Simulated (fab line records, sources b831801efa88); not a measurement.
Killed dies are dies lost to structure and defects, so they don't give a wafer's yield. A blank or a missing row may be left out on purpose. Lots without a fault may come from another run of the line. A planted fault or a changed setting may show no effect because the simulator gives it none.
fab line records | flow sky130
record lots=12 wafers=36 last_day=50
route steps=708 shown NWELL@78 VT_ADJUST_HVTP@95 VT_ADJUST_LVTN@107 VT_ADJUST_NCORE@123 PAD_OPEN@708
lots that met no fault: from a run of the same line without faults
start_h: hours from the record's first day to the start of the lot's first wafer shown | wait_h: hours since the lot's step before | " the same as in the row above | L1.1+2: a row that stands for several wafers | - no value, or no start given | * or withheld: withheld | < > ~ a bound
route shown NAME@n: a module of which the file shows steps, and the number in the route of the first | usual: mean/standard deviation of fault-free wafers | same: alike in all rows | chamber/n: place in a boat | sites: the reading at each site | _std_site: their standard deviation | _edge_site: outer sites' mean less inner sites' | radius_mm: how far each site lies from the wafer's centre | mask NAME#n: copy n | behind: the tool/chamber that last shaped the wafer | hold: why the lot was held/for how many hours/how that ended | device: the transistor (n, p or np) that didn't switch | end of line: the same wafers' tests at the end of the route | a step without rows: its recipe alone | killed: dies lost to structure and defects at the first sort, not the wafer's yield | map: a wafer's dies, x killed, . not, _ none there
set.NAME: the setting as run; set.NAME@STEP: as run at that earlier step | model.NAME: the simulator's own value behind a step, which no gauge read
steps of the route over a sample of lots; a table a step, a row a wafer
services: from which hour (start_h, from the record's first day; less than 0 if before it) a tool's chamber was out of use, for how many hours, and why
## steps
# step SKY_NWELL_STRIP_25
# recipe chemistry=O2/N2 power_w=1400 pressure_mtorr=1500 platen_temp_c=withheld o2_flow_sccm=3000 n2_flow_sccm=300 overash_fraction=0.5
# usual drypump_motor_current_A=5.69/0.25 oes_product_au=0.723/0.005 strip_time_to_endpoint_s=36.95/0.1
# columns lot.wafer tool chamber start_h wait_h drypump_motor_current_A oes_product_au rf_hours_counter_h strip_time_to_endpoint_s
L553.3 plasma_asher-03 0 112.66 0.1 5.85 0.733 - 36.97
L553.5 " 0 " " 5.85 0.727 - 37.00
L553.6 " 1 " " 5.98 0.730 - 37.02
L554.1 plasma_asher-03 0 117.46 0.1 5.83 0.722 43 36.95
L554.4 " 0 " " 5.84 0.716 - 36.89
L554.6 " 0 " " 5.84 0.724 - 36.92
L555.3 plasma_asher-01 1 124.24 0.1 5.75 0.720 - 37.02
L555.5 " 0 " " 5.25 0.730 - 37.06
L555.6 " 1 " " 5.71 0.715 - 37.00
L556.1 plasma_asher-01 1 128.68 0.1 5.75 0.721 31 36.89
L556.3 " 0 " " 5.24 0.718 - 37.06
L556.4 " 1 " " 5.75 0.728 - 37.02
L557.1 plasma_asher-01 0 135.94 0.1 5.28 0.724 32 36.97
L557.2 " 1 " " 5.76 0.723 32 36.98
L557.4 " 0 " " 5.32 0.720 - 37.01
L560.2 plasma_asher-03 1 152.24 0.1 5.95 0.722 47 36.80
L560.5 " 1 " " 5.94 0.729 - 36.99
L560.6 " 0 " " 5.83 0.724 - 36.95
L562.1 plasma_asher-01 1 163.23 0.1 5.73 0.719 37 36.95
L562.4 " 1 " " 5.74 0.722 - 36.94
L562.6 " 1 " " 5.72 0.728 - 36.90
L568.1 plasma_asher-03 0 208.41 0.1 5.84 0.718 53 37.11
L568.2 " 1 " " 5.96 0.730 53 37.06
L568.3 " 1 " " 5.95 0.715 - 36.98
L570.2 plasma_asher-03 0 212.81 0.1 5.84 0.723 53 37.11
L570.4 " 1 " " 5.97 0.728 - 37.08
L570.6 " 1 " " 5.95 0.726 - 37.07
L572.1 plasma_asher-04 1 223.29 0.1 5.89 0.714 53 37.01
L572.2 " 0 " " 5.77 0.726 53 37.03
L572.4 " 0 " " 5.77 0.732 - 36.96
L573.2 plasma_asher-01 1 231.02 0.1 5.72 0.717 45 36.87
L573.3 " 1 " " 5.71 0.722 - 36.80
L573.6 " 1 " " 5.70 0.720 - 36.91
L575.2 plasma_asher-04 0 246.64 0.1 5.78 0.720 55 37.02
L575.3 " 0 " " 5.79 0.730 - 36.93
L575.6 " 0 " " 5.81 0.727 - 36.99
# step SKY_VT_ADJUST_HVTP_STRIP_10
# recipe chemistry=O2/N2 power_w=1400 pressure_mtorr=1500 platen_temp_c=withheld o2_flow_sccm=3000 n2_flow_sccm=300 overash_fraction=0.5
# usual drypump_motor_current_A=5.8/0.34 oes_product_au=0.716/0.0047 strip_time_to_endpoint_s=14.19/0.037
# columns lot.wafer tool chamber start_h wait_h drypump_motor_current_A oes_product_au rf_hours_counter_h strip_time_to_endpoint_s
L553.3 plasma_asher-03 1 129.80 0.1 6.0 0.722 - 14.21
L553.5 " 1 " " 6.0 0.715 - 14.20
L553.6 " 0 " " 5.8 0.718 - 14.23
L554.1 plasma_asher-01 1 136.71 0.1 5.7 0.722 33 14.16
L554.4 " 1 " " 5.7 0.712 - 14.19
L554.6 " 0 " " 5.3 0.711 - 14.23
L555.3 plasma_asher-02 0 144.06 0.1 6.6 0.706 - 14.16
L555.5 " 0 " " 6.6 0.713 - 14.17
L555.6 " 1 " " 5.5 0.713 - 14.16
L556.1 plasma_asher-03 0 148.38 0.1 5.8 0.709 47 14.12
L556.3 " 1 " " 6.0 0.711 - 14.18
L556.4 " 0 " " 5.8 0.707 - 14.13
L557.1 plasma_asher-01 1 156.97 0.1 5.8 0.710 35 14.20
L557.2 " 0 " " 5.3 0.718 35 14.22
L557.4 " 1 " " 5.7 0.719 - 14.19
L560.2 plasma_asher-01 1 173.71 0.1 5.7 0.723 38 14.15
L560.5 " 1 " " 5.7 0.712 - 14.08
L560.6 " 0 " " 5.3 0.714 - 14.13
L562.1 plasma_asher-03 0 184.03 0.1 5.8 0.712 51 14.20
L562.4 " 0 " " 5.8 0.718 - 14.19
L562.6 " 0 " " 5.8 0.714 - 14.20
L568.1 plasma_asher-02 0 232.32 0.1 6.6 0.713 9 14.18
L568.2 " 1 " " 5.5 0.719 9 14.19
L568.3 " 1 " " 5.5 0.706 - 14.16
L570.2 plasma_asher-01 1 236.72 0.1 5.7 0.715 45 14.18
L570.4 " 0 " " 5.2 0.719 - 14.19
L570.6 " 0 " " 5.2 0.718 - 14.20
L572.1 plasma_asher-03 0 247.77 0.1 5.8 0.727 55 14.16
L572.2 " 1 " " 5.9 0.716 55 14.16
L572.4 " 0 " " 5.8 0.717 - 14.14
L573.2 plasma_asher-01 1 255.96 0.1 5.7 0.716 47 14.17
L573.3 " 1 " " 5.7 0.720 - 14.17
L573.6 " 0 " " 5.3 0.719 - 14.18
L575.2 plasma_asher-03 0 271.42 0.1 5.8 0.717 58 14.22
L575.3 " 0 " " 5.8 0.712 - 14.19
L575.6 " 0 " " 5.8 0.705 - 14.25
# step SKY_VT_ADJUST_LVTN_TW_MEAS_10
# usual VT_ADJUST_LVTN_TW=241.0/1.6
# columns lot.wafer tool chamber start_h wait_h VT_ADJUST_LVTN_TW
L553.3 film_metro-01 - 148.73 0.1 241.9
L553.5 " - " " 241.0
L553.6 " - " " 241.3
L554.1 film_metro-03 - 157.37 0.1 240.8
L554.4 " - " " 240.0
L554.6 " - " " 240.2
L555.3 film_metro-04 - 164.50 0.1 244.3
L555.5 " - " " 241.8
L555.6 " - " " 244.1
L556.1 film_metro-04 - 168.52 0.1 241.1
L556.3 " - " " 243.0
L556.4 " - " " 241.8
L557.1 film_metro-04 - 178.11 0.1 242.4
L557.2 " - " " 241.9
L557.4 " - " " 241.6
L560.2 film_metro-03 - 194.38 0.1 240.1
L560.5 " - " " 239.4
L560.6 " - " " 239.4
L562.1 film_metro-04 - 205.26 0.1 243.1
L562.4 " - " " 244.5
L562.6 " - " " 241.9
L568.1 film_metro-04 - 257.27 0.1 241.8
L568.2 " - " " 241.2
L568.3 " - " " 241.6
L570.2 film_metro-03 - 260.48 0.1 240.4
L570.4 " - " " 239.0
L570.6 " - " " 241.1
L572.1 film_metro-03 - 272.17 0.1 239.5
L572.2 " - " " 240.9
L572.4 " - " " 240.0
L573.2 film_metro-01 - 280.18 0.1 240.0
L573.3 " - " " 241.6
L573.6 " - " " 240.4
L575.2 film_metro-04 - 296.76 0.1 242.6
L575.3 " - " " 241.8
L575.6 " - " " 242.2
# step SKY_VT_ADJUST_NCORE_EXPOSE_04
# recipe mask_id=LVTN_COMPLEMENT_THIN na=0.6 source_shape=conventional sigma_outer=0.6 polarization=unpolarized target_cd_nm=380 dose_mj=139
# same sigma_outer=0.6
# columns lot.wafer tool chamber start_h wait_h mask
L553.3+5+6 iline_stepper-02 0 179.43 - LVTN_COMPLEMENT_THIN#0
L554.1+4+6 iline_stepper-02 0 188.54 - LVTN_COMPLEMENT_THIN#0
L555.3+5+6 iline_stepper-01 0 195.12 - LVTN_COMPLEMENT_THIN#0
L556.1+3+4 iline_stepper-02 0 200.06 - LVTN_COMPLEMENT_THIN#0
L557.1+2+4 iline_stepper-02 0 209.46 - LVTN_COMPLEMENT_THIN#0
L560.2+5+6 iline_stepper-02 0 227.23 - LVTN_COMPLEMENT_THIN#0
L562.1+4+6 iline_stepper-02 0 238.66 - LVTN_COMPLEMENT_THIN#0
L568.1+2+3 iline_stepper-02 0 294.93 - LVTN_COMPLEMENT_THIN#0
L570.2+4+6 iline_stepper-01 0 297.66 - LVTN_COMPLEMENT_THIN#0
L572.1+2+4 iline_stepper-02 0 309.59 - LVTN_COMPLEMENT_THIN#0
L573.2+3+6 iline_stepper-02 0 319.08 - LVTN_COMPLEMENT_THIN#0
L575.2+3+6 iline_stepper-02 0 335.83 - LVTN_COMPLEMENT_THIN#0
# step SKY_VT_ADJUST_NCORE_CD_MEAS_07
# recipe target_cd_nm=380
# usual cd_nm=380/3.1
# columns lot.wafer tool chamber start_h wait_h cd_nm
L553.3 cd_sem-01 - 189.60 0.1 376
L553.5 " - " " 374
L553.6 " - " " 375
L554.1 cd_sem-02 - 199.04 0.1 380
L554.4 " - " " 379
L554.6 " - " " 380
L555.3 cd_sem-02 - 205.25 0.1 378
L555.5 " - " " 380
L555.6 " - " " 381
L556.1 cd_sem-01 - 210.64 0.1 380
L556.3 " - " " 379
L556.4 " - " " 380
L557.1 cd_sem-01 - 221.09 0.1 374
L557.2 " - " " 374
L557.4 " - " " 376
L560.2 cd_sem-01 - 237.88 0.1 382
L560.5 " - " " 370
L560.6 " - " " 370
L562.1 cd_sem-02 - 250.54 0.1 377
L562.4 " - " " 377
L562.6 " - " " 364
L568.1 cd_sem-01 - 307.34 0.1 380
L568.2 " - " " 377
L568.3 " - " " 379
L570.2 cd_sem-02 - 310.08 0.1 379
L570.4 " - " " 381
L570.6 " - " " 380
L572.1 cd_sem-02 - 322.11 0.1 381
L572.2 " - " " 378
L572.4 " - " " 379
L573.2 cd_sem-02 - 333.13 0.1 379
L573.3 " - " " 379
L573.6 " - " " 381
L575.2 cd_sem-02 - 348.41 0.1 382
L575.3 " - " " 383
L575.6 " - " " 381
# step SKY_PAD_OPEN_PROBE_99
# usual killed_at_M0_to_M3=45/7.3 killed_at_M4_up=3.2/1.8 killed_at_contacts=25/5.5 killed_at_front_end=15/4.2 killed_at_other=0.3/0.69 killed_dies=89/9.4 killed_open=49/6.6 killed_short=40/6.4
# same gross_dies=492 killed_at_back_side=0
# columns lot.wafer tool chamber start_h wait_h killed_at_M0_to_M3 killed_at_M4_up killed_at_contacts killed_at_front_end killed_at_other killed_dies killed_open killed_short
L554.1 prober-02 - 1092.02 0.1 52 1 25 14 0 92 51 41
L554.4 prober-02 - 1092.17 0.2 48 2 28 15 0 93 54 39
L554.6 prober-02 - 1092.27 0.2 54 5 30 16 0 105 55 50
L568.1 prober-02 - 1173.48 0.1 41 3 24 18 0 86 42 44
L568.2 prober-02 - 1173.53 0.1 41 4 18 13 0 76 45 31
L568.3 prober-02 - 1173.58 0.2 32 1 27 16 0 76 52 24
L570.2 prober-02 - 1180.16 0.1 42 0 30 15 1 88 50 38
L570.4 prober-02 - 1180.26 0.2 57 3 19 16 0 95 48 47
L570.6 prober-02 - 1180.36 0.2 49 3 33 11 0 96 55 41
# killed by level:class
L554.1 VIA1:geometric_particle:open=13 VIA3:geometric_particle:open=12 LI_CONTACT:geometric_particle:open=9 METAL2:geometric_particle:short=6 FIELD_ISO:geometric_particle:short=5 LOCAL_INTERCONNECT:geometric_particle:short=5 METAL1:geometric_particle:short=5 VIA1:geometric_particle:short=5
L554.4 CONTACT:geometric_particle:open=13 VIA1:geometric_particle:open=9 VIA1:geometric_particle:short=7 VIA2:geometric_particle:open=7 LI_CONTACT:geometric_particle:open=6 METAL1:geometric_particle:short=6 VIA3:geometric_particle:open=5 FIELD_ISO:geometric_particle:open=4
L554.6 LI_CONTACT:geometric_particle:open=11 VIA1:geometric_particle:open=11 VIA1:geometric_particle:short=9 CONTACT:geometric_particle:open=9 VIA3:geometric_particle:open=9 FIELD_ISO:geometric_particle:short=5 METAL1:geometric_particle:short=5 LI_CONTACT:geometric_particle:short=4
L568.1 VIA1:geometric_particle:open=9 METAL2:geometric_particle:short=8 CONTACT:geometric_particle:short=7 LI_CONTACT:geometric_particle:open=6 CONTACT:geometric_particle:open=6 POLY_GATE:geometric_particle:short=5 VIA3:geometric_particle:open=5 VIA3:geometric_particle:short=5
L568.2 VIA1:geometric_particle:open=11 VIA3:geometric_particle:open=9 LI_CONTACT:geometric_particle:open=5 POLY_GATE:geometric_particle:short=4 CONTACT:geometric_particle:short=4 METAL2:geometric_particle:short=4 VIA2:geometric_particle:open=4 METAL4:geometric_particle:short=4
L568.3 CONTACT:geometric_particle:open=13 LI_CONTACT:geometric_particle:open=8 POLY_GATE:geometric_particle:open=7 VIA1:geometric_particle:open=7 VIA2:geometric_particle:open=6 VIA3:geometric_particle:open=5 VIA1:geometric_particle:short=4 POLY_GATE:geometric_particle:short=3
L570.2 CONTACT:geometric_particle:open=10 VIA1:geometric_particle:open=9 LI_CONTACT:geometric_particle:open=8 VIA2:geometric_particle:open=8 CONTACT:geometric_particle:short=6 METAL1:geometric_particle:short=6 FIELD_ISO:geometric_particle:short=5 SPACER:geometric_particle:short=4
L570.4 VIA2:geometric_particle:open=9 VIA1:geometric_particle:open=9 VIA3:geometric_particle:open=9 FIELD_ISO:geometric_particle:short=8 CONTACT:geometric_particle:open=7 METAL2:geometric_particle:short=6 METAL1:geometric_particle:short=5 VIA2:geometric_particle:short=5
L570.6 VIA1:geometric_particle:open=14 CONTACT:geometric_particle:open=11 VIA3:geometric_particle:open=10 CONTACT:geometric_particle:short=8 VIA1:geometric_particle:short=7 LI_CONTACT:geometric_particle:open=7 FIELD_ISO:geometric_particle:open=5 METAL2:geometric_particle:short=4
## services
# columns tool chamber start_h hours kind
plasma_asher-04 - 107.60 9.5 repair
plasma_asher-02 - 107.70 8.8 repair
plasma_asher-02 - 116.51 9.0 pm
plasma_asher-02 0 116.51 24.5 vent_cycle
plasma_asher-02 1 116.51 24.5 vent_cycle
plasma_asher-02 - 118.57 22.4 repair
iline_stepper-01 0 122.93 - calibration
plasma_asher-02 - 148.01 12.0 repair
plasma_asher-04 - 155.58 28.1 pm
iline_stepper-02 - 162.93 1.1 repair
iline_stepper-02 - 163.98 1.7 pm
iline_stepper-02 0 167.47 - calibration
plasma_asher-03 - 169.66 6.6 repair
plasma_asher-02 - 212.40 3.1 repair
plasma_asher-03 - 216.49 14.6 pm
iline_stepper-01 - 220.39 6.0 repair
iline_stepper-01 - 226.34 1.7 pm
iline_stepper-02 - 236.27 2.1 pm
iline_stepper-02 - 238.35 - consumable_replace:lamp
plasma_asher-01 - 249.72 1.3 repair
iline_stepper-01 - 314.95 1.6 repair
plasma_asher-04 - 325.69 0.4 repair
iline_stepper-01 - 335.24 15.8 repair
plasma_asher-04 - 335.62 4.0 repair
## key
first_sign step=SKY_VT_ADJUST_NCORE_CD_MEAS_07 reading=cd_nm direction=down sigmas=3.8 usual=380 struck=368
effect none on later readings
met_at SKY_VT_ADJUST_NCORE_EXPOSE_04
struck_lots L560,L562
struck_wafers L560.5,L560.6,L562.6
tester_left_out L560,L562
not_acting_at SKY_NWELL_STRIP_25,SKY_VT_ADJUST_HVTP_STRIP_10,SKY_VT_ADJUST_LVTN_TW_MEAS_10
onset_between 209.46 227.23
fault kind=process_parameter_drift tool=iline_stepper-02 chamber=- onset_h=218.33 steps=SKY_VT_ADJUST_NCORE_EXPOSE_04 channel=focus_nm offset=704 shape=step end_h=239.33 scope=struck_wafers_only
# tester_left_out: of these lots the tester's yield and bins aren't shown, on N5 and GAA mostly nor the transistor test; their killed dies are dies lost to structure and defects alone, not to doping, threshold or leakage, so they don't give the yield
